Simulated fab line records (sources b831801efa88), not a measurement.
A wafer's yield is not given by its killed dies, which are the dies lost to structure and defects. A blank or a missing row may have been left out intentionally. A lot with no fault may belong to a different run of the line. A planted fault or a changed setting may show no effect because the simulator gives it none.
fab line records	flow sky130
record: lots: 6	wafers: 16	last-day: 50
route steps=708 shown VT_ADJUST_HVTR@133 VT_ADJUST_PCH@143
lots that met no fault: from a run of the same line without faults
start-h: the number of hours between the record's first day and the start of the first shown wafer of the lot	wait-h: hours since the lot's step before	" identical to the entry in the row above	L1.1+2: several wafers, shown together as one row	- no value, or no start given	* or withheld: withheld	< > ~ a bound
route shown NAME@n: names a module that has steps shown in the file, with the first one's number in the route	usual: average and standard deviation across the fault-free wafers	same: alike in all rows	chamber/n: place in a boat	sites: per-site readings	_std_site: their standard deviation	_edge_site: the outer-site mean with the inner-site mean subtracted	radius-mm: how far each site lies from the wafer's centre	mask NAME#n: copy n	behind: the last tool/chamber to shape the wafer	hold: reason for holding the lot/hours on hold/outcome of the hold	device: names the non-switching transistor (n, p or np)	end of line: the route-end tests of the same wafers	a step given without rows: its recipe and nothing more	killed: dies lost to structure and defects at the first sort, not the wafer's yield	map: a wafer's dies, x killed, . not, _ none there
set.NAME: the setting that was run; set.NAME@STEP: the one run at that earlier step	model.NAME: the simulator's own value behind a step, which no gauge read
a table for each step, a row for each wafer; lots at some steps of the route
services: the hour from which a tool's chamber was out of use, counted from the record's first day as start-h (under 0 if before that day), plus the number of hours and why
== steps ==
step: SKY_VT_ADJUST_HVTR_COAT_02
recipe: resist: NOVOLAK	spin-rpm: 3000	resist-thk-nm: 1140
step: SKY_VT_ADJUST_HVTR_SOFTBAKE_03
recipe: temp-c: 90	time-s: 60	resist: NOVOLAK
step: SKY_VT_ADJUST_HVTR_EXPOSE_04
recipe: mask-id: HVTRM	target-cd-nm: 380	na: 0.6	source-shape: conventional	sigma-outer: 0.6	dose-mj: 150
step: SKY_VT_ADJUST_HVTR_PEB_05
recipe: temp-c: withheld	time-s: *	resist: NOVOLAK
step: SKY_VT_ADJUST_HVTR_DEVELOP_06
recipe: develop-time-s: 60	dev-temp-c: 23
step: SKY_VT_ADJUST_HVTR_CD_MEAS_07
recipe: target-cd-nm: 380
usual: cd-nm: 381.4/2.4
lot.wafer	tool	chamber	start-h	wait-h	cd-nm
L501.4	cd-sem-01	-	200.87	0.1	383.3
L501.5	"	-	"	"	381.4
L501.6	"	-	"	"	382.1
L508.1	cd-sem-01	-	268.55	0.1	384.2
L508.3	"	-	"	"	386.2
L508.6	"	-	"	"	381.1
L515.2	cd-sem-02	-	311.08	0.1	380.3
L515.5	"	-	"	"	379.9
L517.1	cd-sem-01	-	323.30	0.1	381.4
L517.2	"	-	"	"	380.4
L520.2	cd-sem-01	-	347.67	0.1	386.7
L520.4	"	-	"	"	385.4
L520.5	"	-	"	"	385.8
L522.1	cd-sem-01	-	368.30	0.1	381.2
L522.3	"	-	"	"	380.9
L522.6	"	-	"	"	381.1
step: SKY_VT_ADJUST_HVTR_OVL_MEAS_08
usual: VT_ADJUST_HVTR_OVL: -0.3/1.3
lot.wafer	tool	chamber	start-h	wait-h	VT_ADJUST_HVTR_OVL[nm]
L501.4	overlay-02	-	200.95	0.1	0.2
L501.5	"	-	"	"	-0.2
L501.6	"	-	"	"	-0.2
L508.1	overlay-01	-	268.67	0.1	1.1
L508.3	"	-	"	"	-1.0
L508.6	"	-	"	"	-0.2
L515.2	overlay-01	-	311.18	0.1	-2.7
L515.5	"	-	"	"	-0.9
L517.1	overlay-01	-	323.42	0.1	-1.3
L517.2	"	-	"	"	-0.9
L520.2	overlay-01	-	347.77	0.1	-0.5
L520.4	"	-	"	"	-0.5
L520.5	"	-	"	"	0.3
L522.1	overlay-02	-	368.42	0.1	1.3
L522.3	"	-	"	"	-0.8
L522.6	"	-	"	"	-0.9
step: SKY_VT_ADJUST_HVTR_IMPLANT_09
recipe: species: B	energy-kev: 10	dose-cm2: 2.1e+12	tilt-deg: withheld
step: SKY_VT_ADJUST_HVTR_STRIP_10
recipe: chemistry: O2/N2	power-w: 1400	pressure-mtorr: 1500	platen-temp-c: withheld	o2-flow-sccm: 3000	n2-flow-sccm: 300	overash-fraction: 0.5
usual: drypump-motor-current-A: 5.4/0.42	oes-product-au: 0.716/0.0046	strip-time-to-endpoint-s: 14.17/0.034
lot.wafer	tool	chamber	start-h	wait-h	drypump-motor-current-A	oes-product-au	rf-hours-counter-h	strip-time-to-endpoint-s
L501.4	plasma-asher-03	1	201.15	0.1	5.2	0.714	-	14.16
L501.5	"	0	"	"	5.3	0.715	-	14.14
L501.6	"	1	"	"	5.2	0.713	-	14.14
L508.1	plasma-asher-01	1	268.86	0.1	5.0	0.716	59	14.16
L508.3	"	1	"	"	5.0	0.712	-	14.16
L508.6	"	0	"	"	6.1	0.713	-	14.20
L515.2	plasma-asher-02	1	311.36	0.1	5.7	0.719	61	14.19
L515.5	"	0	"	"	5.0	0.713	-	14.17
L517.1	plasma-asher-01	0	323.61	0.1	6.1	0.712	64	14.14
L517.2	"	1	"	"	5.0	0.711	64	14.12
L520.2	plasma-asher-01	1	347.95	0.1	5.0	0.717	67	14.17
L520.4	"	1	"	"	5.0	0.720	-	14.20
L520.5	"	1	"	"	5.0	0.706	-	14.21
L522.1	plasma-asher-02	0	368.79	0.1	5.1	0.715	67	14.20
L522.3	"	1	"	"	5.7	0.716	-	14.21
L522.6	"	0	"	"	5.0	0.720	-	14.17
step: SKY_VT_ADJUST_HVTR_TW_MEAS_11
usual: VT_ADJUST_HVTR_TW: 211.6/1.8
lot.wafer	tool	chamber	start-h	wait-h	VT_ADJUST_HVTR_TW
L501.4	film-metro-04	-	201.25	0.1	208.9
L501.5	"	-	"	"	210.9
L501.6	"	-	"	"	210.2
L508.1	film-metro-01	-	268.96	0.1	213.2
L508.3	"	-	"	"	211.9
L508.6	"	-	"	"	214.1
L515.2	film-metro-01	-	311.47	0.1	214.0
L515.5	"	-	"	"	214.0
L517.1	film-metro-03	-	323.71	0.1	213.7
L517.2	"	-	"	"	213.4
L520.2	film-metro-04	-	348.06	0.1	209.7
L520.4	"	-	"	"	209.5
L520.5	"	-	"	"	208.7
L522.1	film-metro-01	-	368.89	0.1	214.8
L522.3	"	-	"	"	213.7
L522.6	"	-	"	"	213.3
step: SKY_VT_ADJUST_PCH_DEHYDRATE_00
recipe: temp-c: 200	time-s: 60
step: SKY_VT_ADJUST_PCH_HMDS_01
recipe: prime-time-s: 60	prime-temp-c: 120
step: SKY_VT_ADJUST_PCH_COAT_02
recipe: spin-rpm: 2000	resist-thk-nm: 3000
usual: resist-line-temp-C: 23.03/0.12
lot.wafer	tool	chamber	start-h	wait-h	resist-line-temp-C	model.coat_of_VT_ADJUST_PCH_COAT_02.thk-nm
L501.4	litho-track-02	0	212.48	0.1	23.12	3006
L501.5	"	0	"	"	23.33	2999
L501.6	"	0	"	"	23.15	3003
L508.1	litho-track-01	0	280.36	0.1	23.28	3013
L508.3	"	0	"	"	23.20	3016
L508.6	"	0	"	"	23.15	3014
L515.2	litho-track-01	0	324.04	0.1	22.94	2815
L515.5	"	0	"	"	22.96	3020
L517.1	litho-track-01	0	336.31	0.1	23.11	3003
L517.2	"	0	"	"	23.19	2803
L520.2	litho-track-03	0	361.60	0.1	23.19	2999
L520.4	"	0	"	"	23.14	2991
L520.5	"	0	"	"	23.21	3006
L522.1	litho-track-03	0	383.02	0.1	23.01	2995
L522.3	"	0	"	"	23.03	2990
L522.6	"	0	"	"	23.00	3000
step: SKY_VT_ADJUST_PCH_SOFTBAKE_03
recipe: temp-c: 110	time-s: withheld
step: SKY_VT_ADJUST_PCH_EXPOSE_04
recipe: mask-id: NWM	na: 0.6	source-shape: conventional	sigma-outer: 0.6	polarization: unpolarized	target-cd-nm: 840	dose-mj: 255
step: SKY_VT_ADJUST_PCH_PEB_05
recipe: temp-c: 115	time-s: withheld
step: SKY_VT_ADJUST_PCH_DEVELOP_06
recipe: wall-angle-deg: 90	developer: TMAH	develop-time-s: 60	dev-temp-c: 23
usual: developer-temp-C: 23.00/0.11	resist-line-temp-C: 23.00/0.12
lot.wafer	tool	chamber	start-h	wait-h	developer-temp-C	resist-line-temp-C	model.coat_of_VT_ADJUST_PCH_COAT_02.thk-nm
L501.4	litho-track-03	0	-	-	23.03	22.95	3001
L501.5	"	0	"	"	23.10	23.02	2994
L501.6	"	0	"	"	23.11	22.92	2999
L508.1	litho-track-03	0	-	-	23.13	23.10	3009
L508.3	"	0	"	"	23.18	22.95	3011
L508.6	"	0	"	"	22.93	23.15	3010
L515.2	litho-track-01	0	-	-	22.94	23.23	2811
L515.5	"	0	"	"	23.11	23.03	3016
L517.1	litho-track-01	0	-	-	23.05	22.94	2998
L517.2	"	0	"	"	23.07	22.94	2799
L520.2	litho-track-02	0	-	-	23.27	23.04	2995
L520.4	"	0	"	"	23.20	23.09	2987
L520.5	"	0	"	"	22.91	23.10	3002
L522.1	litho-track-01	0	-	-	22.94	22.89	2991
L522.3	"	0	"	"	23.21	22.93	2985
L522.6	"	0	"	"	23.02	22.94	2996
step: SKY_VT_ADJUST_PCH_OVL_MEAS_07
usual: VT_ADJUST_PCH_OVL: -0.9/1.3
lot.wafer	tool	chamber	start-h	wait-h	VT_ADJUST_PCH_OVL[nm]
L501.4	overlay-01	-	223.89	-	0.0
L501.5	"	-	"	"	-1.8
L501.6	"	-	"	"	-1.5
L508.1	overlay-01	-	293.57	-	-1.9
L508.3	"	-	"	"	-2.3
L508.6	"	-	"	"	-1.4
L515.2	overlay-01	-	337.37	-	0.8
L515.5	"	-	"	"	0.2
L517.1	overlay-01	-	350.26	-	0.4
L517.2	"	-	"	"	-1.3
L520.2	overlay-02	-	376.06	-	-1.7
L520.4	"	-	"	"	-0.7
L520.5	"	-	"	"	-2.3
L522.1	overlay-01	-	397.36	-	-1.5
L522.3	"	-	"	"	-1.0
L522.6	"	-	"	"	-0.3
step: SKY_VT_ADJUST_PCH_IMPLANT_08
recipe: species: B	energy-kev: 10	dose-cm2: 5e+11	tilt-deg: withheld
step: SKY_VT_ADJUST_PCH_STRIP_09
recipe: chemistry: O2/N2	power-w: 1400	pressure-mtorr: 1500	platen-temp-c: withheld	o2-flow-sccm: 3000	n2-flow-sccm: 300	overash-fraction: 0.5
usual: drypump-motor-current-A: 5.4/0.3	oes-product-au: 0.723/0.0045	strip-time-to-endpoint-s: 36.95/0.098
lot.wafer	tool	chamber	start-h	wait-h	drypump-motor-current-A	oes-product-au	rf-hours-counter-h	strip-time-to-endpoint-s
L501.4	plasma-asher-04	1	224.09	0.1	5.8	0.722	-	36.98
L501.5	"	0	"	"	5.1	0.708	-	36.89
L501.6	"	1	"	"	5.8	0.723	-	36.95
L508.1	plasma-asher-04	0	293.76	0.1	5.1	0.716	47	37.06
L508.3	"	1	"	"	5.9	0.720	-	37.11
L508.6	"	0	"	"	5.1	0.722	-	37.07
L515.2	plasma-asher-04	0	337.65	0.1	5.1	0.721	51	34.81
L515.5	"	1	"	"	5.9	0.728	-	37.13
L517.1	plasma-asher-04	1	350.45	0.1	5.8	0.724	53	36.93
L517.2	"	0	"	"	5.1	0.721	53	34.67
L520.2	plasma-asher-03	0	376.24	0.1	5.3	0.723	24	36.90
L520.4	"	0	"	"	5.3	0.725	-	36.80
L520.5	"	1	"	"	5.3	0.723	-	37.01
L522.1	plasma-asher-03	1	397.55	0.1	5.2	0.723	27	36.86
L522.3	"	0	"	"	5.3	0.720	-	36.79
L522.6	"	1	"	"	5.2	0.718	-	36.92
step: SKY_VT_ADJUST_PCH_TW_MEAS_10
usual: VT_ADJUST_PCH_TW: 143.5/0.69
lot.wafer	tool	chamber	start-h	wait-h	VT_ADJUST_PCH_TW
L501.4	film-metro-03	-	224.19	0.1	143.6
L501.5	"	-	"	"	143.1
L501.6	"	-	"	"	143.1
L508.1	film-metro-01	-	293.86	0.1	145.1
L508.3	"	-	"	"	144.6
L508.6	"	-	"	"	144.1
L515.2	film-metro-01	-	337.76	0.1	143.5
L515.5	"	-	"	"	143.9
L517.1	film-metro-03	-	350.55	0.1	143.4
L517.2	"	-	"	"	143.7
L520.2	film-metro-03	-	376.35	0.1	143.7
L520.4	"	-	"	"	143.1
L520.5	"	-	"	"	143.8
L522.1	film-metro-02	-	397.65	0.1	143.5
L522.3	"	-	"	"	143.6
L522.6	"	-	"	"	142.2
== services ==
tool	chamber	start-h	hours	kind
plasma-asher-03	-	184.82	1.2	repair
plasma-asher-02	-	226.92	0.7	repair
plasma-asher-03	-	231.71	14.6	pm
plasma-asher-04	-	308.94	3.7	repair
plasma-asher-01	-	354.91	8.8	repair
plasma-asher-01	-	375.18	12.4	pm
== key ==
first-sign: step: SKY_VT_ADJUST_PCH_STRIP_09	reading: strip-time-to-endpoint-s	direction: down	sigmas: 22	usual: *	struck: *
effect none on later readings
model-effect: step: SKY_VT_ADJUST_PCH_COAT_02	value: coat_of_VT_ADJUST_PCH_COAT_02.thk-nm	without: 3011	struck: 2809
model-effect: step: SKY_VT_ADJUST_PCH_DEVELOP_06	value: coat_of_VT_ADJUST_PCH_COAT_02.thk-nm	without: 3006	struck: 2805
met-at SKY_VT_ADJUST_PCH_COAT_02
struck-wafers L515.2,L517.2
tester-left-out L515,L517
onset-between 280.36 324.04
fault: kind: process-parameter-drift	tool: litho-track-01	chamber: -	onset-h: 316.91	steps: SKY_VT_ADJUST_PCH_COAT_02	channel: resist-thk-nm	offset: -200.79	shape: step	end-h: 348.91	scope: struck-wafers-only	acts-in: these-recipes-only	stated: 3000
tester-left-out: of these lots the tester's yield and bins aren't shown, on N5 and GAA mostly nor the transistor test; their killed dies are dies lost to structure and defects alone, not to doping, threshold or leakage, so they don't give the yield
